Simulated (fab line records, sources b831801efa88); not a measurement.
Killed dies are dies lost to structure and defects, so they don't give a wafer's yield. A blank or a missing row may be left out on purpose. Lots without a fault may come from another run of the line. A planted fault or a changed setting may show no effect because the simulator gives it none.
A struck lot beside a sound one | flow sky130 | 22 steps out of a route of 708
Sound: wafers L504.1, L504.4, L504.5. Struck: wafers L506.2, L506.4, L506.6. The cause comes at the end.
At each step with rows: each side's tool, then ch and its chambers, then its first start. Under that, the readings that differ: sound wafers | struck wafers | difference of the means | sigmas: that difference in standard deviations of wafers without a fault.
alike: readings whose means differ by less than 2 such deviations, and words and numbers that are the same on both sides. not compared: withheld readings, readings that some wafer has no value for, bounds like >300 that may hide the same value, and numbers for which the record gives no deviation and whose values overlap.
The two part at a step that has a row with sigmas, a row that says differs or no value, or rows on one side only. Numbers that don't overlap but have no deviation are shown without sigmas and don't part them. A reading that every wafer of one side lacks parts them only if that side has two wafers or more.

first, 1 step without rows for these wafers: SKY_LOCAL_INTERCONNECT_CLEAN_18 (cleans in O3/DIW).
SKY_CONTACT_CVD_00: deposits Si3N4, target thk 75 nm.
  sound on pecvd-02 ch 0, day 33 22:28; struck on pecvd-02 ch 0,2, day 35 08:59
  alike: heater_power_w
SKY_CONTACT_THK_MEAS_01:
  sound on film_metro-03, day 33 22:31; struck on film_metro-04, day 35 09:02
  alike: CONTACT_CVD_00_THK
then, 1 step without rows for these wafers: SKY_CONTACT_HDPCVD_02 (deposits SiO2, target thk 565 nm, time 94.2 s).
SKY_CONTACT_THK_MEAS_03:
  sound on film_metro-02, day 33 22:38; struck on film_metro-02, day 35 09:10
  alike: CONTACT_HDPCVD_THK
SKY_CONTACT_CMP_04: polishes SiO2.
  sound on cmp-02 ch 0,3, day 33 22:42; struck on cmp-02 ch 1,2, day 35 10:29
  alike: motor_current_A, time_to_endpoint_s
SKY_CONTACT_BOW_MEAS_05:
  sound on film_metro-02, day 33 23:00; struck on film_metro-03, day 35 10:49
  alike: CONTACT_BOW
then, 5 steps without rows for these wafers: SKY_CONTACT_DEHYDRATE_06 (time 60 s); SKY_CONTACT_HMDS_07 (prime time 60 s); SKY_CONTACT_COAT_08 (resist thk 60 nm); SKY_CONTACT_COAT_09 (resist thk 450 nm); SKY_CONTACT_SOFTBAKE_10 (time 90 s).
SKY_CONTACT_EXPOSE_11: exposes mask CTM1, target cd 170 nm.
  sound on krf_scanner-01 ch 0, day 34 11:46; struck on krf_scanner-01 ch 0, day 36 00:11
  reading              | sound             | struck            | difference | sigmas
  exposure_dose_mJ_cm2 | 37.98 38.01 38.03 | 31.71 31.70 31.71 | -6.30      | -99 or more
  alike: mask, focus_offset_nm
then, 2 steps without rows for these wafers: SKY_CONTACT_PEB_12; SKY_CONTACT_DEVELOP_13 (develop time 60 s).
SKY_CONTACT_CD_MEAS_14: target cd 170 nm.
  sound on cd_sem-02, day 35 01:25; struck on cd_sem-02, day 36 12:26
  reading    | sound             | struck            | difference | sigmas
  cd_nm (nm) | 168.6 168.1 168.9 | 133.6 134.4 134.8 | -34.3      | -23
SKY_CONTACT_OVL_MEAS_15:
  sound on overlay-02, day 35 01:32; struck on overlay-02, day 36 12:32
  alike: CONTACT_OVL
SKY_CONTACT_ETCH_16: etches BARC in N2/H2, stops on SiO2, time 45.9 s, target depth 60 nm.
  sound on rie_diel-04 ch 1,3, day 35 01:34; struck on rie_diel-02 ch 2,3, day 36 12:34
  reading                  | sound             | struck          | difference | sigmas
  model.CONTACT.cd_nm (nm) | 168.4 167.6 167.9 | 133.9 134.5 135 | -33.5      |
  alike: drypump_motor_current_A, oes_product_au, throttle_valve_pct
  not compared: rf_hours_counter_h
SKY_CONTACT_ETCH_17: etches SiO2 in C4F8/O2/Ar, stops on Si3N4, target depth 340 nm.
  sound on rie_diel-04 ch 1,3, day 35 01:37; struck on rie_diel-02 ch 2,3, day 36 12:37
  alike: oes_product_au
SKY_CONTACT_ETCH_18: etches Si3N4 in CHF3/O2, stops on TiN, time 39 s, target depth 75 nm.
  sound on rie_diel-04 ch 1,3; struck on rie_diel-02 ch 2,3
  reading                  | sound             | struck          | difference | sigmas
  model.CONTACT.cd_nm (nm) | 168.1 167.4 167.9 | 134 134.4 135.1 | -33        |
  alike: O2_flow_sccm, drypump_motor_current_A, oes_product_au, throttle_valve_pct
  not compared: rf_hours_counter_h
SKY_CONTACT_STRIP_19: strips in O2/N2.
  sound on plasma_asher-01 ch 0,1, day 35 01:42; struck on plasma_asher-02 ch 0,1, day 36 12:42
  alike: drypump_motor_current_A, oes_product_au, strip_time_to_endpoint_s
  not compared: rf_hours_counter_h
-- the record jumps here: 13 days lie between the struck wafers' starts before and after (it left off in module CONTACT and takes up again in module PAD_OPEN, whose first step shown is number 708 of the route) --
SKY_PAD_OPEN_PROBE_99:
  sound on prober-02, day 48 08:39; struck on prober-02, day 49 08:56
  reading            | sound    | struck      | difference | sigmas
  killed_at_M0_to_M3 | 32 31 32 | 40 45 67    | +19        | +3
  killed_at_contacts | 30 30 24 | 337 319 321 | +298       | +50
  killed_dies        | 88 83 73 | 392 388 406 | +314       | +33
  killed_on_rim      | 17 16 15 | 96 94 96    | +79        | +21
  killed_short       | 34 38 36 | 35 52 55    | +11        | +2
  alike: killed_at_M4_up, killed_at_front_end, killed_at_other, killed_open

WHERE THEY PART
First at SKY_CONTACT_EXPOSE_11; last, within this record, at SKY_PAD_OPEN_PROBE_99.

WHY: what the simulator had put in
Process parameter drift: krf_scanner-01, from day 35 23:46 on, at SKY_CONTACT_EXPOSE_11. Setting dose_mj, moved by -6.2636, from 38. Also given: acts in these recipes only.
